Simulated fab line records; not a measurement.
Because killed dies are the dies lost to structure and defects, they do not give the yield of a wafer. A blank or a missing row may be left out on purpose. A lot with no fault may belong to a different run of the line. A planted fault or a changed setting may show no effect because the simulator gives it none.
One fault seen from 2 desks ; flow sky130 ; each desk has only its own numbers; what lay behind them comes last

## METROLOGY DESK
What the gauges read, lot by lot, whatever tool the lot ran on: means of the sampled wafers that have a number. The brackets show how far a lot's mean lies from the usual mean; more than 4 standard deviations puts the lot out of limits, marked OUT.
Columns: A = LDD_LDN_TW at SKY_LDD_LDN_TW_MEAS_13, usual 1475; B = SD_N_RS at SKY_SD_N_RS_MEAS_16, usual 68.46 ohm/sq; C = SD_P_RS at SKY_SD_N_RS_MEAS_17, usual 147.8 ohm/sq
lot;first seen here;A;B;C
L344;day 24 14:38;1445;68.30;147.8
L343;day 24 15:03;1499;73.29 (+40) OUT;177.3 (+80) OUT
L341;day 24 15:33;1475;68.57;148.0
L345;day 24 15:56;1494;68.49;148.0
L346;day 24 21:33;1495;73.48 (+42) OUT;178.5 (+83) OUT
L348;day 25 13:28;1471;73.25 (+40) OUT;177.2 (+79) OUT
L350;day 26 14:10;1443;68.56;148.2
L355;day 28 15:17;1443;68.57;148.2
L354;day 28 21:35;1476;68.40;147.7
L357;day 29 04:38;1443;68.58;148.1
L359;day 29 13:38;1474;68.42;147.8
L360;day 29 23:14;1444;68.51;148.1
L362;day 30 19:51;1481;68.37;147.4
L363;day 30 21:59;1475;68.32;147.5
L364;day 31 04:38;1447;68.36;147.7
Per this desk, out of limits: L343, L346, L348; the first was L343, day 29 13:43 (SD_N_RS at SKY_SD_N_RS_MEAS_16). In limits: L344, L341, L345, L350, L355, L354, L357, L359, L360, L362, L363, L364.

## FOR THE TOOL OWNER'S DESK: rtp-anneal-01
The tool's own readings at SKY_SD_N_RTA_14 (time 2 s): means of the sampled wafers that have a number, for each lot that ran on this tool. The brackets show how far a lot's mean lies from the usual mean; more than 4 standard deviations puts the lot out of limits, marked OUT.
Columns: A = chamber-o2-ppm at SKY_SD_N_RTA_14, usual 1.999; B = lamp-power-pct at SKY_SD_N_RTA_14, usual 15.74 %; C = wafer_temp_C_max at SKY_SD_N_RTA_14, usual 1078.0
lot;first seen here;A;B;C
L344;day 29 12:22;1.989;15.77;1079.0
L343;day 29 13:32;1.965;14.88 (-15) OUT;1044.6 (-28) OUT
L346;day 29 17:58;1.994;14.84 (-16) OUT;1044.3 (-28) OUT
L348;day 30 08:56;1.977;14.87 (-15) OUT;1044.7 (-28) OUT
L355;day 33 08:44;1.975;15.81;1078.2
L357;day 33 21:56;2.019;15.73;1078.5
L359;day 34 05:13;2.006;15.73;1078.3
L360;day 34 15:19;1.989;15.74;1077.5
L362;day 35 11:08;1.986;15.72;1078.8
L364;day 35 20:01;2.009;15.72;1077.8
This desk finds L343, L346, L348 out of limits, L343 being first, at day 29 13:32 (lamp-power-pct at SKY_SD_N_RTA_14). In limits: L344, L355, L357, L359, L360, L362, L364.

## TAKEN TOGETHER
An alarm could have come from the tool owner's desk at day 29 13:32, on L343, L346, L348.
The metrology desk could have raised an alarm at day 29 13:43, on L343, L346, L348.
Every lot named ran SKY_SD_N_RTA_14 on rtp-anneal-01.

## WHAT THE SIMULATOR PUT IN
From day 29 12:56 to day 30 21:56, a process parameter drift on rtp-anneal-01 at SKY_SD_N_RTA_14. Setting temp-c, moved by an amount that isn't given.
Shown lots that were struck: L343, L346, L348.
Fault start to first reading out of limits, in hours, per desk: tool owner, 1; metrology, 1.
